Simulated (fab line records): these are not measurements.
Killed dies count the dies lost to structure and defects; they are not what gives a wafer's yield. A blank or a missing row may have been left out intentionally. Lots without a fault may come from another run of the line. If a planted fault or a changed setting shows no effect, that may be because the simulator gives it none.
Code-filled problem report in 8D (eight disciplines) form	flow sky130	the parts of the form that need people (team, actions taken, sign-off) are left out

## 1. WHAT WENT WRONG
Wafers free of any fault read 542 nm (standard deviation 7.7) for PASSIVATION_CVD_02_THK at SKY_PASSIVATION_THK_MEAS_03, against a mean of 900 nm on 4 wafers of 2 lots. Relative to the usual mean, that is a shift of +46 standard deviations.
First seen on wafer L336.2, day 44 09:05, on film-metro-03. The record has a number at this step for 33 wafers belonging to 11 lots. Rule for "out", or "out of limits": more than 4 standard deviations from the usual mean. Any other wafer with a number is counted as sound.

## 2. WHAT THIS IS AND IS NOT
question	is	is not
which readings at this step	PASSIVATION_CVD_02_THK	-
which lots	L336, L338	L334, L337, L347, L348, L350, L352, L354, L355, L356
which wafers of those lots	L336.2, L336.4, L336.5, L338.6	L338.1, L338.5
read on which gauges	film-metro-01, film-metro-03	film-metro-04
when	from day 44 09:05	up to then (3 sound wafers); but 26 sound wafers of L337, L338, L347, L348, L350, L352, L354, L355, L356 came after

## 3. THE SUSPECTS, EACH WITH WHAT RULES IT OUT
Counting: any tool at a process step up to the reading remains a suspect provided it ran every lot that is out. Sound lots after the first of them don't rule it out here, since some wafers of a struck lot are sound.
- the gauge at SKY_PASSIVATION_THK_MEAS_03 has been ruled out. Those wafers that are out were read across 2 gauges (film-metro-01, film-metro-03).
- pecvd-04 at SKY_PASSIVATION_CVD_00 (deposits SiO2, target thk 90 nm): kept. Every lot that is out went through it, the first being L336 (day 44 08:39); the last sound lot it ran before that was L334 (day 43 22:42).
- pecvd-01 at SKY_PASSIVATION_CVD_02 (deposits Si3N4, target thk 540 nm): kept. Every lot that is out went through it, the first being L336 (day 44 08:44); the last sound lot it ran before that was L334 (day 43 22:47).
- pecvd-01, SKY_PASSIVATION_CVD_02: wafers that are out in chamber 0, sound lot-mates in chambers 1, 2.
Left after counting: pecvd-04 at SKY_PASSIVATION_CVD_00, pecvd-01 at SKY_PASSIVATION_CVD_02.

## 4. THE CAUSE (what the simulator had put in)
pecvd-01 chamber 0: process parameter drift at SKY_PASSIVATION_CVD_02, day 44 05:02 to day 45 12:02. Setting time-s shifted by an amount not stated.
2 suspects survive the count, and this tool is in that group.

## 5. THE EFFECT CHAIN, in route order
Rows list readings where the struck wafers' mean (over those with a number) sits beyond 3 standard deviations from the usual. Only readings whose record carries a usual standard deviation are examined. hours: median over the lots of the time between each lot's start at the first step of this table that gives one and its start at this step. sigmas: the change, counted in usual standard deviations.
hours	step	reading	usual	on struck wafers	change	sigmas
0	SKY_PASSIVATION_THK_MEAS_03	PASSIVATION_CVD_02_THK	542 nm	900	+358	+46

## 6. WHAT WOULD HAVE CAUGHT IT SOONER
4 hours passed between the start of the fault at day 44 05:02 and the first reading out of limits at a measuring or inspecting step in this record, taken at day 44 09:05.
No tool reading at SKY_PASSIVATION_CVD_02 that has a usual standard deviation in the record was out on any struck wafer, so an alarm limit of 4 standard deviations on those readings would not have fired.
Of the lots that are out (2), L338 began SKY_PASSIVATION_CVD_02 on pecvd-01 after day 44 09:05. Putting the tool on hold at that point would have spared it.
